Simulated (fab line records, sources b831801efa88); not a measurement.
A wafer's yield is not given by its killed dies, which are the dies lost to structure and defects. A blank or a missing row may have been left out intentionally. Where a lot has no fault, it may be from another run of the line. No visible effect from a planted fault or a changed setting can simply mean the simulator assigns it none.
Matching of chambers :: flow gf180mcu :: GF_V1_CMP_04 on cmp-02: 4 sister chambers
The step polishes SiO2. 8 wafers are shown with their chamber, then 10 later ones without.

== WAFERS WITH THEIR CHAMBER ==
wafer: L086.1
chamber: 1
motor current A (A): 12.8
time to endpoint s (s): 80

wafer: L088.1
chamber: 2
motor current A (A): 11.1
time to endpoint s (s): 85

wafer: L088.3
chamber: 0
motor current A (A): 11.7
time to endpoint s (s): 77

wafer: L088.6
chamber: 0
motor current A (A): 11.4
time to endpoint s (s): 82

wafer: L090.3
chamber: 1
motor current A (A): 11.9
time to endpoint s (s): 80

wafer: L090.5
chamber: 2
motor current A (A): 11.4
time to endpoint s (s): 84

wafer: L092.3
chamber: 3
motor current A (A): 11.6
time to endpoint s (s): 79

wafer: L092.5
chamber: 3
motor current A (A): 12.0
time to endpoint s (s): 83

== WAFERS MISSING THEIR CHAMBER ==
wafer: L092.6
motor current A (A): 12.4
time to endpoint s (s): 89

wafer: L093.2
motor current A (A): 12.2
time to endpoint s (s): 76

wafer: L093.5
motor current A (A): 10.9
time to endpoint s (s): 83

wafer: L093.6
motor current A (A): 12.3
time to endpoint s (s): 88

wafer: L096.1
motor current A (A): 11.7
time to endpoint s (s): 83

wafer: L096.3
motor current A (A): 13.0
time to endpoint s (s): 84

wafer: L096.6
motor current A (A): 11.5
time to endpoint s (s): 85

wafer: L097.1
motor current A (A): 13.0
time to endpoint s (s): 83

wafer: L097.2
motor current A (A): 11.8
time to endpoint s (s): 85

wafer: L097.3
motor current A (A): 11.1
time to endpoint s (s): 85

== WHICH CHAMBER EACH ONE RAN IN ==
wafer: L092.6
from the rows above: can't be placed: 2 or 3 or 1 or 0
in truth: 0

wafer: L093.2
from the rows above: can't be placed: 1 or 0 or 3
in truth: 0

wafer: L093.5
from the rows above: can't be placed: 2 or 0 or 3
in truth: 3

wafer: L093.6
from the rows above: can't be placed: 2 or 3 or 1 or 0
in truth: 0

wafer: L096.1
from the rows above: can't be placed: 3 or 2 or 0 or 1
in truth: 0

wafer: L096.3
from the rows above: can't be placed: 1 or 3 or 0
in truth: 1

wafer: L096.6
from the rows above: can't be placed: 2 or 3 or 0
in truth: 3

wafer: L097.1
from the rows above: can't be placed: 1 or 3 or 0
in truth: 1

wafer: L097.2
from the rows above: can't be placed: 2 or 3 or 0 or 1
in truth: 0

wafer: L097.3
from the rows above: 2
in truth: 2
Correct placement for 1 of the 10. Not placeable from these rows: 9 (in 9, the candidates include the true chamber). Number placed wrongly: 0.
How it was worked out, from the rows above alone: a wafer's distance from a chamber is the root of the sum, over the readings, of the square of ((its reading less the chamber's mean) divided by the reading's scatter). If the next closest chamber is less than 2 further off than the closest, the wafer can't be placed; otherwise it belongs to the closest. A chamber's mean is the mean of its shown wafers. How the scatter is found: for the shown wafers, subtract from each reading the mean of its chamber, square and add these, divide the total by (wafers less chambers), then take the root.
